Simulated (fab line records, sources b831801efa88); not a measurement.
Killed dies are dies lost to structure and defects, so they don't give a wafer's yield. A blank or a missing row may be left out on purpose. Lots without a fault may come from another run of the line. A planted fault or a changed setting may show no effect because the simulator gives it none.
Tool commonality check | flow gf180mcu | 13 lots, 39 wafers sampled

WHY IT WAS OPENED
At GF_DUAL_GATE_THK_MEAS_03 the reading DUAL_GATE_OXIDATION_00_THK is flagged on 2 of 13 lots. Wafers without a fault read 10.79 nm, standard deviation 0.21.
Rule: a lot is flagged when every wafer of it that has a number lies more than 4 standard deviations from that mean, or none has a number. The other lots count as sound.

lot  | measured     | on            | DUAL_GATE_OXIDATION_00_THK (nm), wafer by wafer | flag
L559 | day 7 17:41  | film_metro-02 | 10.87 11.01 11.00                               |
L561 | day 8 03:22  | film_metro-03 | 11.03 10.71 11.07                               |
L563 | day 8 19:57  | film_metro-03 | 11.20 11.12 11.05                               |
L564 | day 9 03:44  | film_metro-04 | 11.96 11.96 11.83                               | FLAGGED
L565 | day 9 14:28  | film_metro-02 | 10.67 10.76 10.74                               |
L566 | day 9 15:57  | film_metro-02 | 12.05 12.10 12.05                               | FLAGGED
L573 | day 11 16:23 | film_metro-03 | 10.89 10.63 10.89                               |
L575 | day 12 09:32 | film_metro-03 | 10.73 10.61 10.59                               |
L578 | day 13 01:54 | film_metro-02 | 10.96 11.19 11.07                               |
L579 | day 13 09:04 | film_metro-02 | 10.76 10.98 10.89                               |
L580 | day 13 15:07 | film_metro-02 | 10.63 10.77 10.52                               |
L581 | day 13 22:28 | film_metro-02 | 10.60 10.70 10.73                               |
L582 | day 14 08:17 | film_metro-04 | 11.00 11.01 11.11                               |
The numbers of the flagged lots are 11.99 nm on average: +1.20 nm against the usual, or +6 standard deviations.

WHICH TOOL RAN EACH LOT
The record holds 2 process steps before the reading, out of a route of 602 steps. In each cell: the tool, then ch and the chambers that the sampled wafers went through, then the start.
lot  | flag    | GF_VT_IMPLANT_STRIP_20               | GF_DUAL_GATE_OXIDATION_02
L559 |         | plasma_asher-03 ch 0,1, day 6 07:17  | furnace-01 ch 0, day 7 16:13
L561 |         | plasma_asher-03 ch 0,1, day 6 16:33  | furnace-01 ch 0, day 8 01:55
L563 |         | plasma_asher-03 ch 0,1, day 7 07:20  | furnace-02 ch 0, day 8 18:29
L564 | FLAGGED | plasma_asher-02 ch 0,1, day 7 15:32  | furnace-02 ch 0, day 9 02:17
L565 |         | plasma_asher-03 ch 0,1, day 8 01:50  | furnace-01 ch 0, day 9 13:01
L566 | FLAGGED | plasma_asher-04 ch 1, day 8 01:53    | furnace-02 ch 0, day 9 14:31
L573 |         | plasma_asher-04 ch 0,1, day 9 23:53  | furnace-01 ch 0, day 11 14:56
L575 |         | plasma_asher-02 ch 0,1, day 10 15:17 | furnace-02 ch 0, day 12 08:06
L578 |         | plasma_asher-02 ch 0,1, day 11 08:05 | furnace-02 ch 0, day 13 00:28
L579 |         | plasma_asher-02 ch 0,1, day 11 14:40 | furnace-02 ch 0, day 13 07:36
L580 |         | plasma_asher-04 ch 0,1, day 11 20:32 | furnace-02 ch 0, day 13 13:41
L581 |         | plasma_asher-03 ch 0,1, day 12 04:20 | furnace-01 ch 0, day 13 21:00
L582 |         | plasma_asher-04 ch 0,1, day 12 12:16 | furnace-02 ch 0, day 14 06:49
What these steps do:
- GF_VT_IMPLANT_STRIP_20: strips in O2/N2.
- GF_DUAL_GATE_OXIDATION_02: stabilise 600 s, purge 300 s, target thk 10.887 nm.
- GF_DUAL_GATE_THK_MEAS_03

FLAGGED OVER TOTAL, TOOL BY TOOL (the gauges that took the reading come last)
step                      | tool            | lots run | flagged | share of the flagged lots | sound lots run after its first flagged lot
GF_VT_IMPLANT_STRIP_20    | plasma_asher-02 | 4        | 1       | some                      | 3 (L575,L578,L579)
GF_VT_IMPLANT_STRIP_20    | plasma_asher-03 | 5        | 0       | none                      | -
GF_VT_IMPLANT_STRIP_20    | plasma_asher-04 | 4        | 1       | some                      | 3 (L573,L580,L582)
GF_DUAL_GATE_OXIDATION_02 | furnace-01      | 5        | 0       | none                      | -
GF_DUAL_GATE_OXIDATION_02 | furnace-02      | 8        | 2       | all                       | 5 (L575,L578,L579,L580,L582)
GF_DUAL_GATE_THK_MEAS_03  | film_metro-02   | 7        | 1       | some                      | 4 (L578,L579,L580,L581)
GF_DUAL_GATE_THK_MEAS_03  | film_metro-03   | 4        | 0       | none                      | -
GF_DUAL_GATE_THK_MEAS_03  | film_metro-04   | 2        | 1       | some                      | 1 (L582)

WHAT THE TABLE ALLOWS
1 row of the table ran every flagged lot: furnace-02 at GF_DUAL_GATE_OXIDATION_02.
- furnace-02 at GF_DUAL_GATE_OXIDATION_02: 2 of its 8 lots flagged. Sound lots ran on it after the first flagged one (L575, L578, L579, L580, L582), which a lasting fault on the whole tool wouldn't allow. Its own readings lie more than 4 standard deviations out on every wafer of the flagged lots: spike_tc_bottom_C, spike_tc_centre_C, spike_tc_lower_C, spike_tc_upper_C.
No row of the table ran every flagged lot and no sound lot after the first.

WHAT THE SIMULATOR HAD PUT IN
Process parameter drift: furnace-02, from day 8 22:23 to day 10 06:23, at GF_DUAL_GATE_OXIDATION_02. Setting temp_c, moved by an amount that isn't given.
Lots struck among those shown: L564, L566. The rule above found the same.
